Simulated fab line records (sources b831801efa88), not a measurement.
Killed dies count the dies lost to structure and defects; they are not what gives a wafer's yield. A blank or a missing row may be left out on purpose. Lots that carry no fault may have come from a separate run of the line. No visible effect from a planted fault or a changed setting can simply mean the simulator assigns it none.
Problem report, 8D (eight disciplines) form, completed by code	flow sky130	the parts of the form that need people (team, actions taken, sign-off) are left out

## 1. THE ISSUE
Across 2 wafers from 2 lots, VIA4_W_RS at SKY_VIA4_RS_MEAS_19 averages 0.1749 ohm/sq, while fault-free wafers read 0.2256 ohm/sq with a standard deviation of 0.0029. Measured from the usual mean, that is -18 standard deviations.
The step: measures by four-point-probe.
The first sign was on wafer L996.4 at day 47 22:03, on film-metro-03. At this step, 30 wafers from 10 lots have a number in the record. Rule for "out" (also "out of limits"): further than 4 standard deviations from the usual mean. All remaining wafers that have a number are taken as sound.

## 2. WHAT IT IS; WHAT IT IS NOT
question	is	is not
which readings at this step	VIA4_W_RS	-
which lots	L101, L996	L102, L108, L986, L987, L988, L989, L990, L991
which wafers of those lots	L101.1, L996.4	L101.2, L101.6, L996.1, L996.3
read on which gauges	film-metro-03	film-metro-01
when	from day 47 22:03	up to then (20 sound wafers); but 8 sound wafers of L101, L102, L108 came after

## 3. WHAT RULES OUT EACH SUSPECT
Counting: if a tool at a process step up to the reading ran every lot that is out, it stays a suspect. Sound lots after the first of them don't rule it out here, since some wafers of a struck lot are sound.
- ruled out: the gauge at SKY_VIA4_RS_MEAS_19. All the wafers that are out were read on film-metro-03, but those of them that SKY_VIA4_CVD_18 has rows for are out there too, on other tools.
- rie-metal-01 at SKY_METAL4_METAL_ETCH_18 (etches the open film in Cl2/BCl3, stops on SiO2, target depth 845 nm, time 183.1 s): kept. It ran every lot that is out, first L996 (day 46 22:56); its last sound lot up to then is L989 (day 45 01:25).
- cvd-w-02 at SKY_VIA4_CVD_18 (deposits W, target thk 505 nm, time 152.14 s): kept. It ran every lot that is out, first L996 (day 47 21:54); its last sound lot up to then is L990 (day 46 06:40). Out on those wafers are its own readings of susceptor-temp-C.
- The sound lot-mates ran in chamber 1 of cvd-w-02 at SKY_VIA4_CVD_18, but the wafers that are out ran in chamber 0.
Remaining after the count are rie-metal-01 at SKY_METAL4_METAL_ETCH_18 and cvd-w-02 at SKY_VIA4_CVD_18.

## 4. THE CAUSE (what the simulator had put in)
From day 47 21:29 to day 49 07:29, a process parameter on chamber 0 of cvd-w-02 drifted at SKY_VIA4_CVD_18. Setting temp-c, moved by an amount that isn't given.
Counting left 2 suspects, and this tool is among them.

## 5. THE CHAIN OF EFFECTS, in route order
One row per reading whose mean, taken over the struck wafers that have a number, lies over 3 standard deviations from the usual. Readings are gone through only where the record gives a usual standard deviation; hours: the median, over the lots, of the time from a lot's start at the first step in this table giving one to that lot's start at this step; sigmas: the change measured in usual standard deviations.
hours	step	reading	usual	on struck wafers	change	sigmas
0	SKY_VIA4_CVD_18	susceptor-temp-C	400.01 C	414.59	+14.58	+61
0	SKY_VIA4_RS_MEAS_19	VIA4_W_RS	0.2256 ohm/sq	0.1749	-0.0507	-18
0	SKY_VIA4_THK_MEAS_20	VIA4_W_THK	508 nm	660	+152	+24
0	SKY_VIA4_CMP_21	time-to-endpoint-s	124 s	162	+38	+8.7
The process steps in it:
- SKY_VIA4_CVD_18: deposits W, target thk 505 nm, time 152.14 s.
- SKY_VIA4_CMP_21: polishes, stops on SiO2, t overpolish 25 s, target thk 0 nm.

## 6. WHAT WOULD HAVE CAUGHT IT SOONER
In this record the first reading out of limits at a measuring or inspecting step was taken at day 47 22:03, 1 hour after the fault began at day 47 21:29.
At SKY_VIA4_CVD_18, the tool's own readings (susceptor-temp-C) were out on each struck wafer the step has a row for, so an alarm limit on them would have fired on the first such wafer.
Of the lots that are out (2), L101 began SKY_VIA4_CVD_18 on cvd-w-02 after day 47 22:03. A hold on the tool at that time would have spared it.
